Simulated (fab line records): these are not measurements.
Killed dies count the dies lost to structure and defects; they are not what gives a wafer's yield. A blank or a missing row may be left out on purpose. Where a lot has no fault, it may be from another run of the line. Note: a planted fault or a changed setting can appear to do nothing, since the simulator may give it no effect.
A single fault, viewed from 2 desks	flow sfq_line	numbers are kept per desk, each desk with only its own; the story behind them comes last

## TOOL OWNER'S DESK, rie_diel-04
The tool's own readings at SFQ_TRILAYER_L0_VIA_BARC_OPEN_VIA_ETCH_021 (etches BARC in O2, target depth 125 nm, time 41.7 s): means of the sampled wafers that have a number, for each lot that ran on this tool. Marked OUT: a lot whose mean sits more than 4 standard deviations from the usual mean, which makes it out of limits; the brackets give that distance.
Columns: A = chamber_pressure_mTorr at SFQ_TRILAYER_L0_VIA_BARC_OPEN_VIA_ETCH_021, usual 30.003 mTorr; B = drypump_motor_current_A at SFQ_TRILAYER_L0_VIA_BARC_OPEN_VIA_ETCH_021, usual 5.8 A; C = oes_product_au at SFQ_TRILAYER_L0_VIA_BARC_OPEN_VIA_ETCH_021, usual 0.685 a.u.
lot	first seen here	A	B	C
L657	day 3 20:06	30.005	6.4	0.689
L663	day 5 02:51	30.000	6.2	0.687
L668	day 5 22:04	29.965	5.7	0.680
Result from this desk: across the 3 lots, nothing is out of limits.

## AT THE METROLOGY DESK
What the gauges read for every lot (on any tool): the sampled wafers with a number, averaged. Marked OUT: a lot whose mean sits more than 4 standard deviations from the usual mean, which makes it out of limits; the brackets give that distance.
Columns: A = L0V_OVL at SFQ_L0V_OVL_MEAS_903, usual 3 nm
lot	first seen here	A
L657	day 3 20:04	4
L663	day 5 02:50	0
L668	day 5 22:02	5
L670	day 6 12:28	8
L673	day 6 23:17	7
L680	day 8 07:41	4
Result from this desk: across the 6 lots, nothing is out of limits.

## ALL TOGETHER
The desk of the tool owner found nothing out of limits.
The metrology desk saw nothing out of limits.

## WHAT THE SIMULATOR HAD PUT IN
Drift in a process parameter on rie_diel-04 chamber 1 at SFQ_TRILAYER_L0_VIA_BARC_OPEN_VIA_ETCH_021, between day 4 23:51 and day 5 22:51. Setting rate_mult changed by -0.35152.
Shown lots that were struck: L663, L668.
